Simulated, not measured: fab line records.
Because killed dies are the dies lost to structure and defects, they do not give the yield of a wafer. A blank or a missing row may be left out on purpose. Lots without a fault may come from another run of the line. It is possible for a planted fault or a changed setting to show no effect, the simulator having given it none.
Which tool is to blame? | flow sky130 | Sampling: 13 lots, 37 wafers, 6 of 708 route steps

WHAT EACH GAUGE READ, for each wafer
SKY_LI_CONTACT_CD_MEAS_12: target cd 170 nm.
lot  | measured     | on        | cd-nm (nm)
L680 | day 29 03:41 | cd-sem-01 | 169.3 170.6 170.8
L681 | day 29 08:41 | cd-sem-02 | 170.8 170.4 170.2
L682 | day 29 15:03 | cd-sem-01 | 168.8 170.1 167.5
L683 | day 30 03:36 | cd-sem-01 | 170.0 168.7 169.7
L684 | day 30 11:05 | cd-sem-01 | 169.2 170.1 169.7
L685 | day 30 20:33 | cd-sem-02 | 168.0 169.9 169.8
L686 | day 31 03:55 | cd-sem-01 | 170.2 172.0 173.0
L692 | day 33 05:52 | cd-sem-01 | 169.7 169.0
L693 | day 33 14:08 | cd-sem-01 | 170.8 170.4
L696 | day 34 02:33 | cd-sem-01 | 171.6 170.6 171.8
L700 | day 35 10:14 | cd-sem-02 | 171.2 170.9 169.1
L702 | day 36 03:37 | cd-sem-01 | 167.8 170.6 169.9
L703 | day 37 16:14 | cd-sem-02 | 167.7 169.6 169.3

SKY_LOCAL_INTERCONNECT_CD_MEAS_11: target cd 170 nm.
lot  | measured     | on        | cd-nm (nm)
L680 | day 30 09:32 | cd-sem-02 | 169.5 169.4 170.0
L681 | day 30 14:03 | cd-sem-02 | 171.2 171.3 171.8
L682 | day 30 19:42 | cd-sem-01 | 167.0 167.4 168.3
L683 | day 31 08:05 | cd-sem-02 | 170.7 168.6 171.2
L684 | day 31 15:36 | cd-sem-02 | 168.9 168.9 167.1
L685 | day 32 01:51 | cd-sem-01 | 170.5 171.2 171.7
L686 | day 32 09:23 | cd-sem-01 | 173.8 172.9 171.8
L692 | day 34 08:56 | cd-sem-01 | 170.7 169.4
L693 | day 34 17:26 | cd-sem-01 | 169.9 170.8
L696 | day 35 06:00 | cd-sem-01 | 169.8 169.5 168.4
L700 | day 36 14:24 | cd-sem-02 | 170.7 170.9 170.4
L702 | day 37 07:34 | cd-sem-02 | 168.9 168.4 167.3
L703 | day 38 18:30 | cd-sem-02 | 172.7 173.3 173.2

SKY_CONTACT_THK_MEAS_03.
lot  | measured     | on            | CONTACT_HDPCVD_THK (nm)
L680 | day 30 10:47 | film-metro-02 | 571 563 573
L681 | day 30 15:07 | film-metro-02 | 569 574 572
L682 | day 30 20:44 | film-metro-04 | 559 566 560
L683 | day 31 09:07 | film-metro-02 | 572 564 566
L684 | day 31 16:41 | film-metro-04 | 558 557 557
L685 | day 32 02:55 | film-metro-04 | 554 561 557
L686 | day 32 10:23 | film-metro-04 | 560 554 556
L692 | day 34 09:56 | film-metro-04 | 554 771
L693 | day 34 18:27 | film-metro-04 | 551 761
L696 | day 35 07:01 | film-metro-04 | 569 551 774
L700 | day 36 15:25 | film-metro-02 | 568 566 571
L702 | day 37 08:37 | film-metro-04 | 578 575 575
L703 | day 38 19:44 | film-metro-04 | 578 574 579

SKY_CONTACT_CD_MEAS_14: target cd 170 nm.
lot  | measured     | on        | cd-nm (nm)
L680 | day 31 14:26 | cd-sem-02 | 170.8 170.8 172.1
L681 | day 31 18:20 | cd-sem-02 | 168.9 170.7 170.1
L682 | day 32 01:32 | cd-sem-01 | 169.2 169.1 168.3
L683 | day 32 11:29 | cd-sem-01 | 171.2 171.2 171.6
L684 | day 32 21:05 | cd-sem-01 | 169.1 169.4 170.3
L685 | day 33 07:09 | cd-sem-01 | 168.2 171.1 169.9
L686 | day 33 13:12 | cd-sem-01 | 169.8 170.4 170.0
L692 | day 35 12:50 | cd-sem-01 | 171.0 168.8
L693 | day 35 20:35 | cd-sem-01 | 170.8 169.9
L696 | day 36 08:56 | cd-sem-02 | 170.8 170.7 171.1
L700 | day 37 17:35 | cd-sem-01 | 170.7 171.7 170.3
L702 | day 38 10:16 | cd-sem-02 | 170.2 170.8 171.0
L703 | day 39 20:56 | cd-sem-02 | 168.9 169.5 168.5

EACH LOT AND THE TOOL THAT RAN IT (in order: tool; ch and the chambers of the sampled wafers; start)
lot  | SKY_CONTACT_HDPCVD_02            | SKY_CONTACT_CMP_04
L680 | hdpcvd-01 ch 1,2, day 30 10:42   | cmp-02 ch 0,2, day 30 10:50
L681 | hdpcvd-01 ch 0,1, day 30 15:03   | cmp-02 ch 0,1,3, day 30 15:11
L682 | hdpcvd-02 ch 0,1, day 30 20:40   | cmp-02 ch 0,1,2, day 30 20:50
L683 | hdpcvd-01 ch 0,1,2, day 31 09:03 | cmp-02 ch 1,2,3, day 31 09:14
L684 | hdpcvd-02 ch 0,2, day 31 16:37   | cmp-02 ch 0,2,3, day 31 16:51
L685 | hdpcvd-02 ch 0,1,2, day 32 02:51 | cmp-01 ch 0,1,3, day 32 03:23
L686 | hdpcvd-02 ch 0,1, day 32 10:19   | cmp-02 ch 0,1,2, day 32 10:26
L692 | hdpcvd-02 ch 1,2, day 34 09:51   | cmp-02 ch 1,3, day 34 10:02
L693 | hdpcvd-02 ch 0,1, day 34 18:22   | cmp-02 ch 2,3, day 34 18:32
L696 | hdpcvd-02 ch 1,2, day 35 06:57   | cmp-01 ch 0,1,3, day 35 07:08
L700 | hdpcvd-01 ch 0,1, day 36 15:21   | cmp-01 ch 1,2,3, day 36 15:32
L702 | hdpcvd-01 ch 0,1,2, day 37 08:32 | cmp-02 ch 0,1,3, day 37 08:40
L703 | hdpcvd-01 ch 0,2, day 38 19:40   | cmp-01 ch 0,3, day 38 19:47
- SKY_CONTACT_HDPCVD_02: deposits SiO2, target thk 565 nm, time 94.2 s.
- SKY_CONTACT_CMP_04: polishes SiO2.

AS READ BY THE TOOLS THEMSELVES (means over the sampled wafers that have a number; for cases with no such wafer, the mark the record gives instead)
SKY_CONTACT_CMP_04.
lot  | tool   | motor-current-A (A) | time-to-endpoint-s (s)
L680 | cmp-02 | 11.1                | 91
L681 | cmp-02 | 11.5                | 90
L682 | cmp-02 | 11.5                | 87
L683 | cmp-02 | 12.2                | 86
L684 | cmp-02 | 11.7                | 88
L685 | cmp-01 | 12.4                | 83
L686 | cmp-02 | 11.6                | 83
L692 | cmp-02 | 11.8                | 118
L693 | cmp-02 | 11.7                | 118
L696 | cmp-01 | 12.0                | 108
L700 | cmp-01 | 12.3                | 87
L702 | cmp-02 | 11.6                | 92
L703 | cmp-01 | 11.2                | 92

THE ANSWER, worked out from the rows above alone
Rule: the usual values come from the lots themselves. The widest of any qualifying gaps counts: lots, ordered by their means at a reading, are off when they make up no more than a third of the lots, leave a main group of 4 or more, and stand apart from it by 3 or more times the standard deviation of that group's means. Not used: any main group whose means are identical at the precision the tables above print for the reading. Also off: a lot with no number at a reading for which 4 or more lots have one. Where the step has rows for the other lots, those lots are counted as sound. First the gauges in route order, then the tools' own readings, where a lot's mean is used as printed above. At the first step where some lot is off, the reading lying furthest off is the one used; lots without a number count as furthest.
Off: L692, L693, L696, seen at SKY_CONTACT_THK_MEAS_03 (CONTACT_HDPCVD_THK). The main group has a mean of 566 nm with a standard deviation of 7.2.
If a tool, at a process step before that reading, ran all the lots that are off and no sound lot after the first of them, it fits. The gauges at SKY_CONTACT_THK_MEAS_03 aren't tried: what is off there is off at SKY_CONTACT_CMP_04 too, on other tools, and a gauge's error can't cause that. One fits: SKY_CONTACT_HDPCVD_02 on hdpcvd-02. A fault onset in the window from L686 (day 32 10:19, its last sound lot) to L692 (day 34 09:51, its first lot off) fits.

WHAT THE SIMULATOR PUT IN
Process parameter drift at SKY_CONTACT_HDPCVD_02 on hdpcvd-02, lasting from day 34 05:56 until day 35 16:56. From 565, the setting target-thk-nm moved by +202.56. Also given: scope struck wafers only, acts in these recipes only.
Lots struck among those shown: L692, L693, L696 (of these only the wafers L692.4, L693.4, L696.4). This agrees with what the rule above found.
